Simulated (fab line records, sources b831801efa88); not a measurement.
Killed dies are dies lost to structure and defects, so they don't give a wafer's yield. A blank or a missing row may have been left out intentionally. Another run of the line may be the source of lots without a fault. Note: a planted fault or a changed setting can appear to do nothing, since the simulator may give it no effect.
Comparing a struck lot with a sound one | flow sky130 | 14 out of 708 route steps
Sound: the wafers L278.1, L278.2, L278.4. Struck: wafers L283.2, L283.3, L283.4. The cause is named last.
Per side, at each step with rows, come the tool, then ch with its chambers, and then its first start. Under that, the readings that differ: sound wafers | struck wafers | difference of the means | sigmas: that difference in standard deviations of wafers without a fault.
alike: a reading whose means differ by less than 2 such deviations, as well as words and numbers matching on both sides. not compared: withheld readings; readings where some wafer has no value; bounds like >300 that might hide an equal value; numbers whose values overlap and for which the record gives no deviation.
The two part at a step that has a row with sigmas, a row that says differs or no value, or rows on one side only. Non-overlapping numbers with no deviation appear without sigmas and do not part them. Lack of a reading on every wafer of one side parts them only where that side has two or more wafers.

SKY_CONTACT_OVL_MEAS_15:
  sound on overlay-01 at day 31 22:44; struck on overlay-01 at day 33 06:41
  alike: CONTACT_OVL
SKY_CONTACT_ETCH_16: etches BARC in N2/H2, stops on SiO2, time 45.9 s, target depth 60 nm.
  sound on rie diel-03 ch 0,1,2, day 31 22:46; struck on rie diel-03 ch 0,1,3, day 33 06:43
  alike: chamber pressure mTorr, drypump motor current A, h2 flow sccm, oes product au, throttle valve pct
  not compared: rf hours counter h
SKY_CONTACT_ETCH_17: etches SiO2 in C4F8/O2/Ar, stops on Si3N4, target depth 340 nm.
  sound on rie diel-03 ch 0,1,2, day 31 22:49; struck on rie diel-03 ch 0,1,3, day 33 06:46
  alike: chamber pressure mTorr, oes product au
SKY_CONTACT_ETCH_18: etches Si3N4 in CHF3/O2, stops on TiN, time 39 s, target depth 75 nm.
  sound on rie diel-03 ch 0,1,2; struck on rie diel-03 ch 0,1,3
  alike: chamber pressure mTorr, chf3 flow sccm, drypump motor current A, oes product au, throttle valve pct
  not compared: rf hours counter h
then, 4 steps without rows for these wafers: SKY_CONTACT_STRIP_19 (strips in O2/N2); SKY_CONTACT_STRIP_20 (strips in post etch residue remover, time 1200 s); SKY_CONTACT_CLEAN_21 (cleans in IPA, time 180 s); SKY_CONTACT_CLEAN_22 (cleans in O3/DIW).
SKY_CONTACT_SPUTTER_23: material TiN, target thk 20 nm, time 80 s.
  sound on pvd sputter-04 at day 31 23:32; struck on pvd sputter-01 at day 33 07:26
  alike: throttle valve pct
SKY_CONTACT_CVD_24: deposits W, target thk 340 nm, time 102.12 s.
  sound on cvd w-02 ch 0,1, day 31 23:35; struck on cvd w-01 ch 0,1, day 33 07:30
  alike: heater power w
SKY_CONTACT_RS_MEAS_25: the measuring method here is four-point-probe.
  sound on film metro-04 at day 31 23:42; struck on film metro-03 at day 33 07:38
  alike: CONTACT_W_RS
SKY_CONTACT_THK_MEAS_26: measures by xrf.
  sound on film metro-04 at day 31 23:49; struck on film metro-03 at day 33 07:44
  alike: CONTACT_W_THK
SKY_CONTACT_CMP_27: polishes, stops on SiO2, t overpolish 15 s, target thk 0 nm.
  sound on cmp-01 ch 1,2,3, day 31 23:56; struck on cmp-01 ch 1,2,3, day 33 07:47
  no value came back on the struck wafers for any of 5 readings (edge zone pressure frac, head pressure psi (psi) and others); on the sound wafers edge zone pressure frac reads 0.997 0.995 0.994
  reading                                     | sound             | struck            | difference | sigmas
  model.W_of_CONTACT_CVD_24.thk nm (nm)       | 0 0 0             | 343 343 343.3     | +343       |
  model.SiO2_of_CONTACT_HDPCVD_02.thk nm (nm) | 334.7 334.8 334.7 | 341.4 340.2 339.5 | +5.6       |
-- the record jumps here: 14 days lie between the struck wafers' starts before and after (it left off in module CONTACT and takes up again in module PAD_OPEN, whose first step shown is number 708 of the route) --
SKY_PAD_OPEN_PROBE_99:
  the record has rows for the struck wafers here (prober-02, day 47 01:17) and none for the sound ones

## WHERE THEY PART
First at SKY_CONTACT_CMP_27; last, within this record, at SKY_PAD_OPEN_PROBE_99.

WHY: what the simulator had put in
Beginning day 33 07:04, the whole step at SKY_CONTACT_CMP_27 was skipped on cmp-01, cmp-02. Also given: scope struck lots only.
